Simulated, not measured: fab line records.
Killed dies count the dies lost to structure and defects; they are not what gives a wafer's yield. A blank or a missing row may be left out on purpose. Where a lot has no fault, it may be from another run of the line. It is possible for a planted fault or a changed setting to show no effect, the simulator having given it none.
Chamber matching || flow gf180mcu || rie_diel-03 running GF_V4_ETCH_16: 4 sister chambers
The step etches BARC in N2/H2. 8 wafers are shown with their chamber, then 7 later ones without.

== WAFERS PAIRED WITH THEIR CHAMBERS ==
{"wafer": "L491.1", "chamber": 1, "drypump_motor_current_A (A)": 5.6, "oes_product_au (a.u.)": 0.846}
{"wafer": "L491.3", "chamber": 0, "drypump_motor_current_A (A)": 5.7, "oes_product_au (a.u.)": 0.856}
{"wafer": "L492.2", "chamber": 1, "drypump_motor_current_A (A)": 5.6, "oes_product_au (a.u.)": 0.847}
{"wafer": "L496.3", "chamber": 0, "drypump_motor_current_A (A)": 5.6, "oes_product_au (a.u.)": 0.861}
{"wafer": "L496.4", "chamber": 2, "drypump_motor_current_A (A)": 6.3, "oes_product_au (a.u.)": 0.854}
{"wafer": "L496.6", "chamber": 3, "drypump_motor_current_A (A)": 5.2, "oes_product_au (a.u.)": 0.852}
{"wafer": "L508.2", "chamber": 3, "drypump_motor_current_A (A)": 5.2, "oes_product_au (a.u.)": 0.857}
{"wafer": "L508.3", "chamber": 2, "drypump_motor_current_A (A)": 6.4, "oes_product_au (a.u.)": 0.851}

== WAFERS WITH NO CHAMBER GIVEN ==
{"wafer": "L508.6", "drypump_motor_current_A (A)": 5.7, "oes_product_au (a.u.)": 0.849}
{"wafer": "L509.4", "drypump_motor_current_A (A)": 5.6, "oes_product_au (a.u.)": 0.849}
{"wafer": "L509.5", "drypump_motor_current_A (A)": 5.2, "oes_product_au (a.u.)": 0.859}
{"wafer": "L509.6", "drypump_motor_current_A (A)": 5.6, "oes_product_au (a.u.)": 0.852}
{"wafer": "L512.1", "drypump_motor_current_A (A)": 6.3, "oes_product_au (a.u.)": 0.869}
{"wafer": "L512.2", "drypump_motor_current_A (A)": 5.2, "oes_product_au (a.u.)": 0.862}
{"wafer": "L512.5", "drypump_motor_current_A (A)": 5.2, "oes_product_au (a.u.)": 0.855}

== CHAMBER TAKEN BY EACH ==
{"wafer": "L508.6", "from the rows above": "can't be placed: 1 or 0", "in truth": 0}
{"wafer": "L509.4", "from the rows above": 1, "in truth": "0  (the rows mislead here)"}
{"wafer": "L509.5", "from the rows above": 3, "in truth": 3}
{"wafer": "L509.6", "from the rows above": "can't be placed: 1 or 0", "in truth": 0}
{"wafer": "L512.1", "from the rows above": 2, "in truth": 2}
{"wafer": "L512.2", "from the rows above": 3, "in truth": 3}
{"wafer": "L512.5", "from the rows above": 3, "in truth": 3}
Placed correctly: 4 of 7. These rows do not allow placing 2 (true chamber among the candidates in 2). 1 placed wrongly.
How it was worked out, from the rows above alone: a wafer's distance from a chamber is the root of the sum, over the readings, of the square of ((its reading less the chamber's mean) divided by the reading's scatter). If the next closest chamber is less than 2 further off than the closest, the wafer can't be placed; otherwise it belongs to the closest. For every chamber, the mean is computed from those of its wafers that are shown. The scatter: take each reading less its chamber's mean, square it, sum over the shown wafers, divide by the number of wafers less the number of chambers, and take the root.
